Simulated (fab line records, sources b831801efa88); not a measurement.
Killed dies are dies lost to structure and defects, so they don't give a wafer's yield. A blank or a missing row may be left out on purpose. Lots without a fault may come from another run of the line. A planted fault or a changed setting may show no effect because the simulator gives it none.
Which tool did it? | flow gf180mcu | 12 lots, 36 wafers sampled, at 5 steps of a route of 602

WHAT THE GAUGES READ, wafer by wafer
GF_NWELL_OVL_MEAS_07.
lot  | measured    | on         | NWELL_OVL (nm)
L670 | day 3 06:56 | overlay-02 | -4.6 -3.4 -1.2
L672 | day 3 18:56 | overlay-01 | -4.6 -4.3 -3.5
L676 | day 4 20:11 | overlay-02 | -2.8 -1.6 -2.8
L677 | day 5 04:54 | overlay-02 | - - -
L678 | day 5 05:15 | overlay-02 | - - -
L679 | day 5 09:49 | overlay-02 | 1.2 -3.3 0.5
L680 | day 5 15:16 | overlay-01 | -2.6 -0.6 -3.3
L684 | day 6 13:36 | overlay-01 | -3.1 -3.4 -3.5
L688 | day 7 09:46 | overlay-02 | -0.1 0.6 1.2
L689 | day 7 17:47 | overlay-02 | 0.5 -1.4 0.4
L691 | day 8 01:27 | overlay-01 | -1.7 -1.6 -2.0
L692 | day 8 08:07 | overlay-01 | -0.6 -1.0 1.3

GF_LVPWELL_TW_MEAS_11.
lot  | measured    | on            | LVPWELL_TW
L670 | day 3 20:51 | film_metro-03 | 553 551 550
L672 | day 4 09:29 | film_metro-03 | 552 552 553
L676 | day 5 11:40 | film_metro-04 | 561 559 561
L677 | day 5 21:32 | film_metro-04 | 1595 1597 1598
L678 | day 5 20:24 | film_metro-03 | 1574 1575 1565
L679 | day 6 01:08 | film_metro-02 | 563 566 567
L680 | day 6 06:38 | film_metro-03 | 556 553 553
L684 | day 7 06:11 | film_metro-04 | 559 563 560
L688 | day 8 03:08 | film_metro-03 | 551 550 551
L689 | day 8 10:53 | film_metro-03 | 551 549 545
L691 | day 8 18:35 | film_metro-03 | 551 550 547
L692 | day 9 02:11 | film_metro-03 | 551 547 548

GF_MVSD_TW_MEAS_11.
lot  | measured    | on            | MVSD_TW
L670 | day 4 10:53 | film_metro-03 | 1551 1549 1561
L672 | day 4 23:50 | film_metro-04 | 1572 1581 1576
L676 | day 6 02:26 | film_metro-03 | 1564 1554 1566
L677 | day 6 13:02 | film_metro-02 | 1986 1977 1995
L678 | day 6 11:32 | film_metro-02 | 1979 1990 1989
L679 | day 6 16:41 | film_metro-02 | 1589 1594 1597
L680 | day 6 22:53 | film_metro-04 | 1573 1577 1577
L684 | day 7 22:35 | film_metro-03 | 1571 1567 1567
L688 | day 8 19:55 | film_metro-04 | 1588 1585 1583
L689 | day 9 03:49 | film_metro-02 | 1587 1594 1588
L691 | day 9 11:35 | film_metro-03 | 1550 1537 1552
L692 | day 9 19:56 | film_metro-03 | 1543 1544 1539

GF_CONTACT_THK_MEAS_03.
lot  | measured     | on            | CONTACT_CVD_02_THK (nm)
L670 | day 15 03:23 | film_metro-02 | 846 860 878
L672 | day 16 00:43 | film_metro-02 | 856 838 850
L676 | day 17 12:11 | film_metro-03 | 864 860 892
L677 | day 18 07:56 | film_metro-03 | 856 849 868
L678 | day 18 05:26 | film_metro-03 | 853 863 860
L679 | day 18 13:02 | film_metro-02 | 870 854 870
L680 | day 19 00:14 | film_metro-04 | 864 840 887
L684 | day 20 11:48 | film_metro-03 | 846 859 881
L688 | day 21 12:28 | film_metro-03 | 854 845 857
L689 | day 22 02:29 | film_metro-04 | 861 859 860
L691 | day 22 19:05 | film_metro-03 | 844 866 882
L692 | day 23 01:40 | film_metro-02 | 871 875 849

WHICH TOOL RAN EACH LOT (tool, then ch and the chambers of the sampled wafers, then the start)
lot  | GF_NWELL_COAT_02
L670 | litho_track-01 ch 0, day 3 00:41
L672 | litho_track-02 ch 0, day 3 12:17
L676 | litho_track-01 ch 0, day 4 13:21
L677 | litho_track-02, day 4 21:22
L678 | litho_track-04, day 4 21:25
L679 | litho_track-02 ch 0, day 5 02:13
L680 | litho_track-01 ch 0, day 5 08:13
L684 | litho_track-04 ch 0, day 6 05:44
L688 | litho_track-02 ch 0, day 7 01:50
L689 | litho_track-02 ch 0, day 7 09:37
L691 | litho_track-01 ch 0, day 7 17:06
L692 | litho_track-04 ch 0, day 7 23:49
- GF_NWELL_COAT_02: resist thk 3000 nm.

WHAT THE TOOLS THEMSELVES READ (means of the sampled wafers that have a number; where no wafer has one, the mark that the record gives instead)
GF_NWELL_COAT_02.
lot  | tool           | chill_plate_temp_C (C) | dispense_pressure_kPa (kPa)
L670 | litho_track-01 | 22.85                  | 51.3
L672 | litho_track-02 | 23.16                  | 56.1
L676 | litho_track-01 | 23.05                  | 51.3
L677 | litho_track-02 | -                      | -
L678 | litho_track-04 | -                      | -
L679 | litho_track-02 | 22.99                  | 56.1
L680 | litho_track-01 | 23.03                  | 51.3
L684 | litho_track-04 | 22.98                  | 52.2
L688 | litho_track-02 | 23.06                  | 56.0
L689 | litho_track-02 | 23.05                  | 56.0
L691 | litho_track-01 | 22.83                  | 51.3
L692 | litho_track-04 | 23.08                  | 52.2

THE ANSWER, worked out from the rows above alone
Rule: what is usual is taken from the lots themselves. Put in order of their means at a reading, lots are off if they are a third of the lots or fewer, leave a main group of 4 or more, and stand apart from it by a gap of 3 or more times the standard deviation of the main group's means; of several such gaps the widest counts. A main group whose means are all the same, to the digits that the tables above print for the reading, isn't used. A lot without any number at a reading at which 4 lots or more have one is off too. The other lots that the step has rows for count as sound. The gauges are gone through in route order, then the tools' own readings, and for those a lot's mean is taken as printed above. The first step at which some lot is off is used, and at that step the reading that is off furthest; a lot without a number counts as furthest.
Off: L677, L678, at GF_NWELL_OVL_MEAS_07 (NWELL_OVL). Without a number there: L677, L678. The main group: mean -1.7 nm, standard deviation 1.5.
A tool fits if, at a process step before that reading, it ran every lot that is off, and no sound lot after the first of them. The gauges at GF_NWELL_OVL_MEAS_07 aren't tried: what is off there is off at GF_LVPWELL_TW_MEAS_11 too, on other tools, and a gauge's error can't cause that. None of those tried fits.

WHAT THE SIMULATOR HAD PUT IN
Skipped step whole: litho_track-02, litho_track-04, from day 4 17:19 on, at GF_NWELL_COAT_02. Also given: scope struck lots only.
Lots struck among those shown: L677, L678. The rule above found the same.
